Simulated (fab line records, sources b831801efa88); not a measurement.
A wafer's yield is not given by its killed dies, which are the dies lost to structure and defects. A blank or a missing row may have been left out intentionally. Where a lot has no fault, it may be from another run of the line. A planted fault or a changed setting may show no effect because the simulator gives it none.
Problem report in the 8D (eight disciplines) form, filled by code	flow gf180mcu	the parts of the form that need people (team, actions taken, sign-off) are left out

== 1. THE PROBLEM ==
Mean NWELL_RS at GF_VT_IMPLANT_RS_MEAS_47: 478.5 ohm/sq over 6 wafers in 2 lots; fault-free wafers: 487.4 ohm/sq, standard deviation 1.3. That is -6.8 standard deviations from the usual mean.
The step: measures by four-point-probe.
First observed at day 10 19:33: wafer L332.1, on film_metro-04. Wafers with a number at this step in the record: 39, from 13 lots. Rule for "out", or "out of limits": more than 4 standard deviations from the usual mean. Any other wafer with a number is counted as sound.

== 2. WHAT IT IS, WHAT IT ISN'T ==
question	is	is not
which readings at this step	NWELL_RS	-
which lots	L332, L333	L322, L323, L324, L325, L326, L328, L329, L339, L342, L343, L344
which wafers of those lots	all that have a number	-
read on which gauges	film_metro-04	film_metro-01, film_metro-02
when	from day 10 19:33	up to then (21 sound wafers); but 12 sound wafers of L339, L342, L343, L344 came after

== 3. SUSPECTS, AND WHAT RULES EACH OUT ==
Counting: any tool at a process step up to the reading is kept as a suspect provided that every lot that is out went through it and no sound lot did after the first of them.
- the gauge at GF_VT_IMPLANT_RS_MEAS_47 has been ruled out. All the wafers that are out were read on film_metro-04, but those of them that GF_NWELL_IMPLANT_08 has rows for are out there too, on other tools.
- implanter-04 at GF_NWELL_IMPLANT_08: kept. Every lot that is out went through it, starting with L332 (day 5 21:08), and after that it ran no sound lot; the last sound lot it ran before then is L328 (day 4 21:46). On those wafers its own readings are out: beam_energy_keV.
Remaining after the count: implanter-04 at GF_NWELL_IMPLANT_08.

== 4. THE CAUSE (what the simulator had put in) ==
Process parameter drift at GF_NWELL_IMPLANT_08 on implanter-04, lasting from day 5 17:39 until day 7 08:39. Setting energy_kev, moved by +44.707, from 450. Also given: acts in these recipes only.
Counting left only this tool.

== 5. THE CHAIN OF EFFECTS, in route order ==
Each row: a reading whose mean over the struck wafers that have a number lies more than 3 standard deviations from the usual. Scope: only readings with a usual standard deviation given in the record; hours: median across lots of the time from each lot's start at the first step in this table that gives one to its start at this step; sigmas: change in usual standard deviations.
hours	step	reading	usual	on struck wafers	change	sigmas
0	GF_NWELL_IMPLANT_08	beam_energy_keV	450.00	494.50	+44.50	+99 or more
120	GF_VT_IMPLANT_RS_MEAS_47	NWELL_RS	487.4 ohm/sq	478.5	-8.9	-6.8
The process steps in it:
- GF_NWELL_IMPLANT_08
Later steps that measure or inspect, where all struck wafers having a row at the step show a number for every such reading and not one has moved that far: GF_VT_IMPLANT_RS_MEAS_48.

== 6. WHAT WOULD HAVE CAUGHT IT SOONER ==
The first out-of-limits reading at a measuring or inspecting step in this record came at day 10 19:33, 122 hours after the fault's start at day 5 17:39.
The tool's own readings at GF_NWELL_IMPLANT_08 were out on every struck wafer that the step has a row for (beam_energy_keV): an alarm limit on them would have fired on the first of those.
All the lots that are out (2) had begun GF_NWELL_IMPLANT_08 on implanter-04 by day 10 19:33. Holding the tool at that point would not have protected any of them.
